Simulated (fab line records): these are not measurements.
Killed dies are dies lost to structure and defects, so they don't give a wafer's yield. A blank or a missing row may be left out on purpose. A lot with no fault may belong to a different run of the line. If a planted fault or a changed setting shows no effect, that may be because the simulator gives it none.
A struck lot beside a sound one | flow sky130 | 21 out of 708 route steps
Sound: the wafers L264.2, L264.4, L264.6. Struck: wafers L260.3, L260.5, L260.6. At the end, the cause is stated.
Order at every step that has rows: each side's tool, ch and its chambers, its first start. Under that, the readings that differ: sound wafers | struck wafers | difference of the means | sigmas: that difference in standard deviations of wafers without a fault.
alike: a reading whose means differ by less than 2 such deviations, as well as words and numbers matching on both sides. not compared: withheld readings; readings where some wafer has no value; bounds like >300 that might hide an equal value; numbers whose values overlap and for which the record gives no deviation.
The two part at a step that has a row with sigmas, a row that says differs or no value, or rows on one side only. Non-overlapping numbers with no deviation appear without sigmas and do not part them. A reading missing from all wafers of one side parts the sides only when that side holds two or more wafers.

first, 1 step without rows for these wafers: SKY_RES_XHIGH_IMPLANT_07.
SKY_RES_XHIGH_STRIP_08: strips in O2/N2.
  sound on plasma asher-03 ch 0,1, day 30 10:17; struck on plasma asher-04 ch 0,1, day 29 02:44
  alike: drypump motor current A, oes product au, strip time to endpoint s
  not compared: rf hours counter h
SKY_RES_XHIGH_TW_MEAS_09:
  sound on film metro-04 at day 30 10:23; struck on film metro-04 at day 29 02:50
  alike: RES_XHIGH_TW
then, 7 steps without rows for these wafers: SKY_SD_N_DEHYDRATE_00 (time 60 s); SKY_SD_N_HMDS_01 (prime time 60 s); SKY_SD_N_COAT_02 (resist thk 1140 nm); SKY_SD_N_SOFTBAKE_03 (time 60 s); SKY_SD_N_EXPOSE_04 (exposes mask NSDM, target cd 380 nm); SKY_SD_N_PEB_05; SKY_SD_N_DEVELOP_06 (develop time 60 s).
SKY_SD_N_CD_MEAS_07: the cd target is 380 nm.
  sound on cd sem-02 at day 31 13:34; struck on cd sem-01 at day 30 07:15
  alike: cd nm
SKY_SD_N_OVL_MEAS_08:
  sound on overlay-01 at day 31 13:41; struck on overlay-02 at day 30 07:20
  alike: SD_N_OVL
SKY_SD_N_IMPLANT_09:
  sound on implanter-04 ch 0, day 31 13:44; struck on implanter-01 ch 0, day 30 07:25
  reading                   | sound                | struck               | difference | sigmas
  beam energy keV           | 49.976 49.992 49.993 | 47.749 47.722 47.726 | -2.255     | -99 or more
  model.implant.rp nm (nm)  | 32.85 32.85 32.85    | 30.59 30.59 30.59    | -2.26      |
  model.implant.drp nm (nm) | 14.11 14.11 14.11    | 13.63 13.63 13.63    | -0.48      |
  alike: end station pressure torr
next, for these wafers, 1 step has no rows: SKY_SD_N_IMPLANT_10.
SKY_SD_N_STRIP_11: strips in O2/N2.
  sound on plasma asher-03 ch 1, day 31 14:01; struck on plasma asher-03 ch 0,1, day 30 07:42
  reading                      | sound             | struck            | difference | sigmas
  strip time to endpoint s (s) | 22.55 22.54 22.51 | 22.21 22.18 22.20 | -0.34      | -9
  alike: drypump motor current A, oes product au
  not compared: rf hours counter h
SKY_SD_N_TW_MEAS_12:
  sound on film metro-03 at day 31 14:07; struck on film metro-02 at day 30 07:47
  alike: SD_N_TW
then, 1 step without rows for these wafers: SKY_SD_N_CLEAN_13 (cleans in SC1/SC2, time 150 s).
SKY_SD_N_RTA_14: time 2 s.
  sound on rtp anneal-02 ch 0, day 31 14:14; struck on rtp anneal-01 ch 0, day 30 07:53
  alike: lamp power pct, wafer_temp_C_max
SKY_SD_N_RS_MEAS_16: measures by four-point-probe.
  sound on film metro-03 at day 31 14:25; struck on film metro-03 at day 30 08:05
  reading          | sound             | struck            | difference | sigmas
  SD_N_RS (ohm/sq) | 68.51 68.73 68.51 | 70.45 70.10 70.33 | +1.71      | +13
SKY_SD_N_RS_MEAS_17: measures by four-point-probe.
  sound on film metro-03 at day 31 14:32; struck on film metro-03 at day 30 08:13
  alike: SD_P_RS
-- here the record skips 17 days between the struck wafers' starts before and after, leaving off in module SD_N and picking up in module PAD_OPEN (first step shown: number 708 of the route) --
SKY_PAD_OPEN_PROBE_99:
  sound on prober-01 at day 48 11:01; struck on prober-02 at day 47 14:10
  reading                            | sound           | struck            | difference | sigmas
  model.etest.res ndiff.rs ohm sq    | 119 118.8 118.5 | 124.2 124 123.1   | +5.0       |
  model.etest.res ndiff hv.rs ohm sq | 113.6 112 112.9 | 117.6 117.3 116.8 | +4.4       |
  alike: killed_at_M0_to_M3, killed_at_M4_up, killed at contacts, killed at front end, killed at other, killed dies, killed open, killed short

== WHERE THEY PART ==
Earliest at SKY_SD_N_IMPLANT_09; latest, in this record, at SKY_SD_N_RS_MEAS_16. Later steps at which nothing parts them and some readings are alike: SKY_SD_N_RS_MEAS_17, SKY_PAD_OPEN_PROBE_99.

WHY: whatever the simulator had introduced
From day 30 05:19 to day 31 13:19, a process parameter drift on implanter-01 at SKY_SD_N_IMPLANT_09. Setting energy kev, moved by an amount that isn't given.
